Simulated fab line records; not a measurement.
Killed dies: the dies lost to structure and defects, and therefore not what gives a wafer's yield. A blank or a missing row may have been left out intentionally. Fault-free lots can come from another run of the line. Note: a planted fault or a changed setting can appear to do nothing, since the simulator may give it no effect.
Matching of chambers || flow sky130 || SKY_PASSIVATION_CVD_00 on pecvd-03 has 3 sister chambers
The step deposits SiO2, target thk 90 nm. 3 wafers are shown with their chamber, then 7 later ones without.

## EACH WAFER AND ITS CHAMBER
{"wafer": "L910.1", "chamber": 0, "heater-power-w (W)": 712}
{"wafer": "L918.5", "chamber": 1, "heater-power-w (W)": 642}
{"wafer": "L921.3", "chamber": 2, "heater-power-w (W)": 600}

## WAFERS WITH NO CHAMBER GIVEN
{"wafer": "L921.4", "heater-power-w (W)": 655}
{"wafer": "L923.1", "heater-power-w (W)": 636}
{"wafer": "L923.3", "heater-power-w (W)": 753}
{"wafer": "L923.6", "heater-power-w (W)": 662}
{"wafer": "L924.1", "heater-power-w (W)": 519}
{"wafer": "L924.4", "heater-power-w (W)": 640}
{"wafer": "L924.5", "heater-power-w (W)": 531}

## WHICH CHAMBER EACH WENT THROUGH
{"wafer": "L921.4", "from the rows above": "can't be placed: 1 or 2 or 0", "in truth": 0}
{"wafer": "L923.1", "from the rows above": "can't be placed: 1 or 2 or 0", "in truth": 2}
{"wafer": "L923.3", "from the rows above": "can't be placed: 0 or 1", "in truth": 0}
{"wafer": "L923.6", "from the rows above": "can't be placed: 1 or 0 or 2", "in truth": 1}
{"wafer": "L924.1", "from the rows above": "can't be placed: 2 or 1", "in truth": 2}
{"wafer": "L924.4", "from the rows above": "can't be placed: 1 or 2 or 0", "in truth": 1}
{"wafer": "L924.5", "from the rows above": "can't be placed: 2 or 1", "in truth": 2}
Correctly placed: 0 of 7. Unplaceable from these rows: 7, with the true chamber sitting among the candidates in 7. 0 placed wrongly.
How it was worked out, from the rows above alone: a wafer's distance from a chamber is the root of the sum, over the readings, of the square of ((its reading less the chamber's mean) divided by the reading's scatter). If the next closest chamber is less than 2 further off than the closest, the wafer can't be placed; otherwise it belongs to the closest. Each chamber's mean is taken over the wafers shown for it. The scatter: root of mean squared gap, hidden wafer to nearest shown wafer, with one shown wafer a chamber.
